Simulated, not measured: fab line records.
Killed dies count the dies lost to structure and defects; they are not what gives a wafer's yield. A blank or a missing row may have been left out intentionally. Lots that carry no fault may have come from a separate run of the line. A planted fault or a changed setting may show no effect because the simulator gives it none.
The tool behind it: which one? -- flow gf180mcu -- Sampling: 12 lots, 36 wafers, 2 of 602 route steps

WHAT EACH GAUGE READ, for each wafer
GF_V4_THK_MEAS_25: measures by xrf.
lot,measured,on,V4_W_THK (nm)
L075,day 24 12:11,filmMetro-01,348 349 347
L077,day 25 10:51,filmMetro-03,349 348 349
L079,day 26 01:05,filmMetro-01,355 353 358
L081,day 27 01:02,filmMetro-02,348 355 356
L083,day 27 08:24,filmMetro-01,358 349 358
L085,day 28 04:34,filmMetro-03,352 344 351
L087,day 28 20:07,filmMetro-01,361 354 355
L089,day 29 13:49,filmMetro-01,349 349 348
L091,day 29 22:58,filmMetro-03,355 356 359
L093,day 30 13:11,filmMetro-01,353 354 353
L095,day 30 22:03,filmMetro-01,346 350 348
L097,day 31 13:11,filmMetro-03,360 358 357

TOOL THAT RAN EACH LOT (tool first, then ch and the chambers of the sampled wafers, then the start)
lot,GF_M4_SPUTTER_00
L075,"pvdSputter-02, day 22 12:04"
L077,"pvdSputter-03, day 23 11:04"
L079,"pvdSputter-04, day 24 03:11"
L081,"pvdSputter-02, day 25 03:46"
L083,"pvdSputter-03, day 25 11:06"
L085,"pvdSputter-02, day 26 08:19"
L087,"pvdSputter-03, day 27 01:34"
L089,"pvdSputter-03, day 27 21:37"
L091,"pvdSputter-03, day 28 05:14"
L093,"pvdSputter-04, day 28 20:40"
L095,"pvdSputter-02, day 29 05:14"
L097,"pvdSputter-03, day 29 21:11"
- GF_M4_SPUTTER_00: material Ti, target thk 37.5 nm, time 150 s.

THE ANSWER, worked out from the rows above alone
Rule: what is usual is taken from the lots themselves. Put in order of their means at a reading, lots are off if they are a third of the lots or fewer, leave a main group of 4 or more, and stand apart from it by a gap of 3 or more times the standard deviation of the main group's means; of several such gaps the widest counts. Not used: any main group whose means are identical at the precision the tables above print for the reading. A lot without any number at a reading at which 4 lots or more have one is off too. The other lots that the step has rows for count as sound.
Nothing can be told from this: no lot is off at any reading shown.

WHAT WAS PUT IN BY THE SIMULATOR
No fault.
